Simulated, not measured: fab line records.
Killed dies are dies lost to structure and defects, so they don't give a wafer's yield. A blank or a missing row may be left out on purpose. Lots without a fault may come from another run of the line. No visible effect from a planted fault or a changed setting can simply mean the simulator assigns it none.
fab line records | flow sky130
record: lots: 11 wafers: 33 last-day: 50
route steps=708 shown SONOS_TUNNEL@158 METAL2@500 VIA2@527 PAD_OPEN@708
lots with no fault: from the same line, run without faults
start-h: start of the lot's first displayed wafer, in hours after the record's first day | wait-h: hours elapsed since this lot's preceding step | " unchanged from the row above | L1.1+2: several wafers, shown together as one row | - no value, or no start was given | * or withheld: withheld | < > ~ a bound
route shown NAME@n: names a module that has steps shown in the file, with the first one's number in the route | usual: mean/standard deviation of fault-free wafers | same: alike in all rows | chamber/n: place in a boat | sites: the reading at each site | _std_site: the values' standard deviation | _edge_site: inner sites' mean taken away from outer sites' mean | radius-mm: how far each site lies from the wafer's centre | mask NAME#n: copy n | behind: the most recent tool/chamber to have shaped the wafer | hold: reason for holding the lot/hours on hold/outcome of the hold | device: transistor that didn't switch, given as n, p or np | end of line: the route-end tests of the same wafers | where a step has no rows: the recipe by itself | killed: at the first sort, the dies lost to defects and structure; wafer yield is something else | map: a wafer's dies, marking killed ones x, the rest . and places with no die _
set.NAME: the setting as run; set.NAME@STEP: as run at that earlier step | model.NAME: the simulator's own value behind a step, which no gauge read
steps of the route over a sample of lots; a table a step, a row a wafer
services: a tool's chamber out of use, with start hour (start-h, from the record's first day; less than 0 if before it), hours out, and reason
== steps ==
step: SKY_SONOS_TUNNEL_EXPOSE_04
recipe: mask-id: TUNM na: 0.6 source-shape: conventional sigma-outer: 0.6 polarization: unpolarized target-cd-nm: 410 dose-mj: 136
usual: focus-offset-nm: -0.1/0.52
columns lot.wafer tool chamber start-h wait-h mask focus-offset-nm
L152.2 iline-stepper-01 0 240.03 - TUNM#0 -0.9
L152.3 " 0 " " TUNM#0 0.0
L152.6 " 0 " " TUNM#0 -0.1
L153.3 iline-stepper-02 0 245.59 - TUNM#0 -0.5
L153.5 " 0 " " TUNM#0 -0.2
L153.6 " 0 " " TUNM#0 -0.1
L154.1 iline-stepper-02 0 253.93 - TUNM#0 0.2
L154.3 " 0 " " TUNM#0 0.2
L154.4 " 0 " " TUNM#0 0.2
L158.2 iline-stepper-01 0 285.35 - TUNM#0 0.1
L158.3 " 0 " " TUNM#0 -0.2
L158.4 " 0 " " TUNM#0 0.4
L160.2 iline-stepper-01 0 294.91 - TUNM#0 0.8
L160.3 " 0 " " TUNM#0 -0.1
L160.5 " 0 " " TUNM#0 -0.4
L162.1 iline-stepper-01 0 311.93 - TUNM#0 -0.4
L162.4 " 0 " " TUNM#0 -0.7
L162.5 " 0 " " TUNM#0 -0.6
L164.3 iline-stepper-02 0 326.83 - NWM#0 0.2
L164.5 " 0 " " NWM#0 -0.3
L164.6 " 0 " " NWM#0 -0.3
L167.2 iline-stepper-02 0 351.75 - TUNM#0 0.5
L167.4 " 0 " " TUNM#0 0.8
L167.6 " 0 " " TUNM#0 1.1
L168.1 iline-stepper-01 0 358.01 - TUNM#0 -0.3
L168.2 " 0 " " TUNM#0 -0.8
L168.4 " 0 " " TUNM#0 -0.6
L170.2 iline-stepper-01 0 375.01 - TUNM#0 0.0
L170.4 " 0 " " TUNM#0 -0.4
L170.6 " 0 " " TUNM#0 0.0
L175.2 iline-stepper-01 0 411.90 - TUNM#0 -0.2
L175.4 " 0 " " TUNM#0 0.4
L175.5 " 0 " " TUNM#0 0.5
step: SKY_SONOS_TUNNEL_CD_MEAS_07
recipe: target-cd-nm: 410
usual: cd-nm: 409.3/2.5
columns lot.wafer tool chamber start-h wait-h cd-nm
L152.2 cd-sem-02 - 251.90 0.1 414.8
L152.3 " - " " 413.3
L152.6 " - " " 413.5
L153.3 cd-sem-02 - 257.64 0.2 410.8
L153.5 " - " " 410.4
L153.6 " - " " 411.8
L154.1 cd-sem-02 - 265.53 0.1 412.5
L154.3 " - " " 410.6
L154.4 " - " " 411.0
L158.2 cd-sem-02 - 298.35 0.1 411.1
L158.3 " - " " 408.6
L158.4 " - " " 408.2
L160.2 cd-sem-02 - 308.13 0.1 405.9
L160.3 " - " " 407.1
L160.5 " - " " 405.5
L162.1 cd-sem-02 - 324.33 0.1 411.6
L162.4 " - " " 410.5
L162.5 " - " " 414.2
L164.3 cd-sem-02 - 339.13 0.1 -
L164.5 " - " " -
L164.6 " - " " -
L167.2 cd-sem-02 - 365.06 0.1 406.7
L167.4 " - " " 407.5
L167.6 " - " " 407.9
L168.1 cd-sem-01 - 372.09 0.1 404.1
L168.2 " - " " 403.7
L168.4 " - " " 407.3
L170.2 cd-sem-02 - 388.26 0.1 408.3
L170.4 " - " " 408.9
L170.6 " - " " 404.8
L175.2 cd-sem-01 - 426.10 0.1 410.3
L175.4 " - " " 408.8
L175.5 " - " " 409.1
step: SKY_SONOS_TUNNEL_TW_MEAS_12
usual: SONOS_TUNNEL_TW: 198.5/1.1
columns lot.wafer tool chamber start-h wait-h hold SONOS_TUNNEL_TW
L152.2 film-metro-01 - 252.46 0.0 - 199.2
L152.3 " - " " - 199.8
L152.6 " - " " - 199.3
L153.3 film-metro-02 - 258.18 0.0 - 197.9
L153.5 " - " " - 197.9
L153.6 " - " " - 197.6
L154.1 film-metro-04 - 266.12 0.0 - 198.0
L154.3 " - " " - 197.6
L154.4 " - " " - 199.2
L158.2 film-metro-02 - 298.92 0.0 - 199.1
L158.3 " - " " - 198.9
L158.4 " - " " - 198.7
L160.2 film-metro-04 - 308.71 0.0 - 199.2
L160.3 " - " " - 198.4
L160.5 " - " " - 198.9
L162.1 film-metro-01 - 324.91 0.0 - 198.8
L162.4 " - " " - 198.4
L162.5 " - " " - 199.6
L164.3 film-metro-02 - 339.67 0.0 await-dispo/0.2h/release 30.3
L164.5 " - " " await-dispo/0.2h/release 30.2
L164.6 " - " " await-dispo/0.2h/release 30.1
L164.3 film-metro-02 - 339.91 0.2 - 30.3
L164.5 " - " " - 30.3
L164.6 " - " " - 30.1
L167.2 film-metro-04 - 365.61 0.0 - 199.3
L167.4 " - " " - 199.3
L167.6 " - " " - 199.1
L168.1 film-metro-04 - 372.65 0.0 - 198.8
L168.2 " - " " - 199.7
L168.4 " - " " - 198.6
L170.2 film-metro-04 - 388.81 0.0 - 196.1
L170.4 " - " " - 196.7
L170.6 " - " " - 197.1
L175.2 film-metro-04 - 426.65 0.0 - 196.1
L175.4 " - " " - 196.7
L175.5 " - " " - 197.0
step: SKY_METAL2_DESCUM_17
recipe: chemistry: O2 source-power-w: 150 bias-power-w: 0 pressure-mtorr: 10 temp-c: 40 time-s: 8
usual: drypump-motor-current-A: 5.6/0.63 he-backside-leak-sccm: 3.41/0.26 oes-product-au: 0.999/0.0059
columns lot.wafer tool chamber start-h wait-h drypump-motor-current-A he-backside-leak-sccm oes-product-au rf-hours-counter-h
L152.2 rie-metal-02 0 819.39 0.0 5.4 3.25 0.987 14
L152.3 " 0 " " 5.4 3.32 1.001 -
L152.6 " 0 " " 5.4 3.33 0.992 -
L153.3 rie-metal-04 1 828.32 0.0 5.3 3.38 1.003 -
L153.5 " 0 " " 6.6 3.31 0.989 -
L153.6 " 1 " " 5.3 3.31 0.995 -
L154.1 rie-metal-04 1 838.13 0.0 5.3 3.28 1.010 7
L154.3 " 1 " " 5.3 3.23 1.005 -
L154.4 " 0 " " 6.6 3.83 1.005 -
L158.2 rie-metal-03 0 870.06 0.0 5.2 3.40 1.001 9
L158.3 " 1 " " 6.2 3.44 1.002 -
L158.4 " 0 " " 5.2 3.54 1.010 -
L160.2 rie-metal-02 1 880.48 0.0 4.8 3.39 0.997 15
L160.3 " 0 " " 5.4 3.36 0.993 -
L160.5 " 1 " " 4.8 3.55 1.003 -
L162.1 rie-metal-04 1 893.71 0.0 5.3 3.45 1.004 9
L162.4 " 1 " " 5.3 3.58 1.001 -
L162.5 " 0 " " 6.6 3.67 1.015 -
L167.2 rie-metal-04 1 931.59 0.0 5.3 3.36 1.000 11
L167.4 " 1 " " 5.3 3.23 1.006 -
L167.6 " 0 " " 6.6 3.28 1.004 -
L168.1 rie-metal-03 1 933.41 0.0 6.3 3.26 0.993 16
L168.2 " 0 " " 5.2 3.57 1.004 12
L168.4 " 0 " " 5.2 3.51 0.997 -
L170.2 rie-metal-02 1 953.64 0.0 4.8 3.23 0.997 19
L170.4 " 0 " " 5.4 3.16 0.996 -
L170.6 " 1 " " 4.8 3.12 1.002 -
L175.2 rie-metal-02 1 980.63 0.0 4.8 3.32 1.002 20
L175.4 " 0 " " 5.4 3.21 0.994 -
L175.5 " 0 " " 5.4 3.31 0.996 -
step: SKY_METAL2_METAL_ETCH_19
recipe: target-depth-a: 3600 stop-on: SiO2 over-etch-frac: 0.3 time-s: 78 chemistry: Cl2/BCl3 resist-sidewall-deg: 88 pressure-mtorr: 10 icp-w: 900 bias-w: 48.5 Cl2_flow_sccm: 60 bcl3-flow-sccm: 30
usual: drypump-motor-current-A: 5.6/0.63 he-backside-leak-sccm: 3.4/0.34 mfc-cl2-sccm: 59.97/0.16 oes-product-au: 0.855/0.0057 throttle-valve-pct: 22.265/0.0084
same: over-etch-frac: 0.3
columns lot.wafer tool chamber start-h wait-h drypump-motor-current-A he-backside-leak-sccm mfc-cl2-sccm oes-product-au rf-hours-counter-h throttle-valve-pct
L152.2 rie-metal-02 0 819.49 0.0 5.4 3.3 59.88 0.856 14 22.264
L152.3 " 0 " " 5.4 3.2 60.21 0.858 - 22.248
L152.6 " 0 " " 5.4 3.4 60.05 0.858 - 22.257
L153.3 rie-metal-04 1 828.43 0.1 5.3 3.3 60.13 0.852 - 22.275
L153.5 " 0 " " 6.6 3.3 59.79 0.844 - 22.254
L153.6 " 1 " " 5.3 3.4 60.28 0.854 - 22.266
L154.1 rie-metal-04 1 838.23 0.0 5.3 3.4 59.99 0.852 7 22.251
L154.3 " 1 " " 5.3 3.4 60.04 0.861 - 22.255
L154.4 " 0 " " 6.6 3.5 60.13 0.854 - 22.267
L158.2 rie-metal-03 0 870.15 0.0 5.2 3.4 59.76 0.861 9 22.265
L158.3 " 1 " " 6.3 3.2 60.27 0.856 - 22.263
L158.4 " 0 " " 5.2 3.4 59.66 0.854 - 22.274
L160.2 rie-metal-02 1 880.58 0.0 4.8 3.1 59.81 0.858 15 22.274
L160.3 " 0 " " 5.4 3.4 60.20 0.855 - 22.274
L160.5 " 1 " " 4.8 3.3 59.85 0.850 - 22.256
L162.1 rie-metal-04 1 893.80 0.0 5.3 3.2 60.29 0.855 9 22.264
L162.4 " 1 " " 5.3 3.3 59.94 0.851 - 22.275
L162.5 " 0 " " 6.6 3.6 59.91 0.864 - 22.268
L167.2 rie-metal-04 1 931.69 0.0 5.3 3.2 60.12 0.853 11 22.272
L167.4 " 1 " " 5.2 3.3 60.28 0.849 - 22.251
L167.6 " 0 " " 6.6 3.5 59.88 0.865 - 22.275
L168.1 rie-metal-03 1 933.50 0.0 6.2 3.2 59.76 0.846 16 22.281
L168.2 " 0 " " 5.2 3.6 60.04 0.850 12 22.266
L168.4 " 0 " " 5.2 5.8 59.91 0.841 - 22.256
L170.2 rie-metal-02 1 953.74 0.0 4.8 3.3 60.11 0.861 19 22.258
L170.4 " 0 " " 5.4 3.2 60.13 0.861 - 22.255
L170.6 " 1 " " 4.8 3.4 60.13 0.861 - 22.261
L175.2 rie-metal-02 1 980.73 0.0 4.8 3.2 59.97 0.862 20 22.274
L175.4 " 0 " " 5.4 2.9 60.08 0.859 - 22.264
L175.5 " 0 " " 5.4 3.2 59.95 0.852 - 22.263
step: SKY_VIA2_SPUTTER_20
recipe: material: TiN target-thk-nm: 20 chamber-pressure-pa: 5 power-w: 4000 time-s: 80
usual: throttle-valve-pct: 29.8/1
columns lot.wafer tool chamber start-h wait-h throttle-valve-pct
L152.2 pvd-sputter-02 - 847.60 0.0 29.7
L152.3 " - " " 28.7
L152.6 " - " " 29.6
L153.3 pvd-sputter-02 - 856.08 0.0 28.6
L153.5 " - " " 28.0
L153.6 " - " " 29.5
L154.1 pvd-sputter-01 - 866.08 0.0 29.5
L154.3 " - " " 29.6
L154.4 " - " " 28.3
L158.2 pvd-sputter-01 - 897.97 0.0 29.7
L158.3 " - " " 30.3
L158.4 " - " " 29.6
L160.2 pvd-sputter-04 - 908.03 0.0 30.5
L160.3 " - " " 29.6
L160.5 " - " " 30.5
L162.1 pvd-sputter-02 - 921.83 0.0 29.3
L162.4 " - " " 29.6
L162.5 " - " " 28.8
L167.2 pvd-sputter-02 - 958.34 0.0 28.1
L167.4 " - " " 29.7
L167.6 " - " " 28.1
L168.1 pvd-sputter-01 - 960.29 0.0 30.0
L168.2 " - " " 28.3
L168.4 " - " " 29.5
L170.2 pvd-sputter-04 - 979.58 0.0 30.4
L170.4 " - " " 29.8
L170.6 " - " " 30.0
L175.2 pvd-sputter-04 - 1006.62 0.0 30.2
L175.4 " - " " 29.5
L175.5 " - " " 30.5
step: SKY_PAD_OPEN_PROBE_99
usual: defect-limited-yield: 82.6/1.9 killed_at_M0_to_M3: 43/7 killed_at_M4_up: 3.1/2 killed-at-contacts: 24/5.3 killed-at-front-end: 15/4.2 killed-at-other: 0.4/0.66 killed-dies: 86/9.5 killed-open: 47/7.4 killed-short: 38/6.2 sort_bin_3_pad_short: 0.9/0.44 sort_bin_5_function: 10.2/1.4 sort_bin_6_memory: 6.4/1.1 sort-n-pass: 406/9.5 sort-yield-pct: 82.6/1.9
same: gross-dies: 492 killed-at-back-side: 0 sort_bin_4_leakage[%]: 0 sort_bin_8_speed[%]: 0
columns lot.wafer tool chamber start-h wait-h defect-limited-yield[%] killed_at_M0_to_M3 killed_at_M4_up killed-at-contacts killed-at-front-end killed-at-other killed-dies killed-open killed-short sort_bin_3_pad_short[%] sort_bin_5_function[%] sort_bin_6_memory[%] sort-n-pass sort-yield-pct[%]
L167.2 prober-01 - 1160.69 0.1 80.7 46 1 32 16 0 95 51 44 1.0 11.8 6.5 397 80.7
L167.4 prober-01 - 1160.79 0.2 82.9 47 1 23 13 0 84 43 41 1.4 10.0 5.7 408 82.9
L167.6 prober-01 - 1160.89 0.2 85.4 35 0 25 12 0 72 41 31 1.0 8.5 5.1 420 85.4
L170.2 prober-02 - 1177.40 0.1 80.7 42 3 33 17 0 95 52 42 0.8 12.6 5.9 397 80.7
L170.4 prober-02 - 1177.50 0.2 81.7 57 3 18 11 1 90 47 43 0.8 10.2 7.3 402 81.7
L170.6 prober-02 - 1177.60 0.2 84.6 40 2 17 17 0 76 33 40 1.2 8.5 5.7 416 84.6
killed by level:class
L167.2 LI_CONTACT:geometric-particle:open=10 CONTACT:geometric-particle:open=9 VIA3:geometric-particle:open=7 VIA1:geometric-particle:short=7 VIA2:geometric-particle:open=7 METAL1:geometric-particle:short=6 VIA1:geometric-particle:open=6 FIELD_ISO:geometric-particle:open=4
L167.4 LI_CONTACT:geometric-particle:open=9 VIA2:geometric-particle:open=9 METAL1:geometric-particle:short=8 VIA1:geometric-particle:open=8 VIA3:geometric-particle:short=6 FIELD_ISO:geometric-particle:short=5 CONTACT:geometric-particle:open=5 LOCAL_INTERCONNECT:geometric-particle:short=5
L167.6 LI_CONTACT:geometric-particle:open=8 VIA3:geometric-particle:open=8 CONTACT:geometric-particle:short=7 CONTACT:geometric-particle:open=7 VIA1:geometric-particle:open=5 VIA2:geometric-particle:short=4 VIA2:geometric-particle:open=4 METAL3:geometric-particle:short=4
L170.2 LI_CONTACT:geometric-particle:open=17 VIA2:geometric-particle:open=10 CONTACT:geometric-particle:short=7 VIA3:geometric-particle:open=6 FIELD_ISO:geometric-particle:short=5 POLY_GATE:geometric-particle:short=5 VIA1:geometric-particle:short=5 VIA1:geometric-particle:open=5
L170.4 VIA1:geometric-particle:open=10 METAL2:geometric-particle:short=8 METAL3:geometric-particle:short=8 VIA3:geometric-particle:open=7 LI_CONTACT:geometric-particle:open=6 CONTACT:geometric-particle:open=6 METAL1:geometric-particle:short=6 VIA2:geometric-particle:open=5
L170.6 VIA1:geometric-particle:short=8 METAL1:geometric-particle:short=6 VIA1:geometric-particle:open=6 CONTACT:geometric-particle:short=5 CONTACT:geometric-particle:open=5 VIA2:geometric-particle:open=5 POLY_GATE:geometric-particle:short=4 POLY_GATE:geometric-particle:open=4
== services ==
columns tool chamber start-h hours kind
iline-stepper-01 - 216.73 2.1 pm
pvd-sputter-02 - 240.17 0.8 repair
iline-stepper-01 - 250.77 0.8 pm
pvd-sputter-02 - 289.37 4.0 repair
iline-stepper-01 - 329.80 1.7 pm
pvd-sputter-02 - 343.37 6.4 repair
pvd-sputter-02 - 368.92 2.2 repair
rie-metal-03 1 369.00 5.0 repair
pvd-sputter-02 - 407.84 1.3 repair
iline-stepper-02 - 420.93 1.7 pm
iline-stepper-02 - 426.38 1.7 repair
rie-metal-04 1 476.55 11.7 repair
rie-metal-03 - 511.79 0.2 repair
rie-metal-04 - 530.57 2.8 pm
rie-metal-04 - 534.75 0.4 repair
iline-stepper-01 - 547.98 1.7 pm
rie-metal-04 - 584.67 1.4 pm
rie-metal-04 0 587.14 21.8 repair
rie-metal-02 0 664.45 26.6 repair
iline-stepper-01 - 766.16 1.7 pm
rie-metal-02 - 871.95 1.4 pm
rie-metal-02 1 908.73 5.3 repair
rie-metal-02 - 911.45 2.8 pm
iline-stepper-01 - 984.34 1.7 pm
== key ==
first-sign: step: SKY_SONOS_TUNNEL_EXPOSE_04 reading: mask direction: changed
effect: step: SKY_SONOS_TUNNEL_CD_MEAS_07 reading: cd-nm direction: missing
effect: step: SKY_SONOS_TUNNEL_TW_MEAS_12 reading: visit direction: added
effect: step: SKY_SONOS_TUNNEL_TW_MEAS_12 reading: SONOS_TUNNEL_TW direction: down sigmas: 99+ usual: 198.5 struck: 30.2
met-at SKY_SONOS_TUNNEL_EXPOSE_04
struck-lots L164
scrapped-behind SKY_SONOS_TUNNEL_TW_MEAS_12 L164.3,L164.5,L164.6
not-acting-at SKY_METAL2_DESCUM_17,SKY_METAL2_METAL_ETCH_19,SKY_VIA2_SPUTTER_20
onset-between 253.93 326.83
fault: kind: wrong-mask tool: any chamber: - onset-h: 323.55 steps: SKY_SONOS_TUNNEL_EXPOSE_04 aux-copy: NWM#0 scope: struck-lots-only
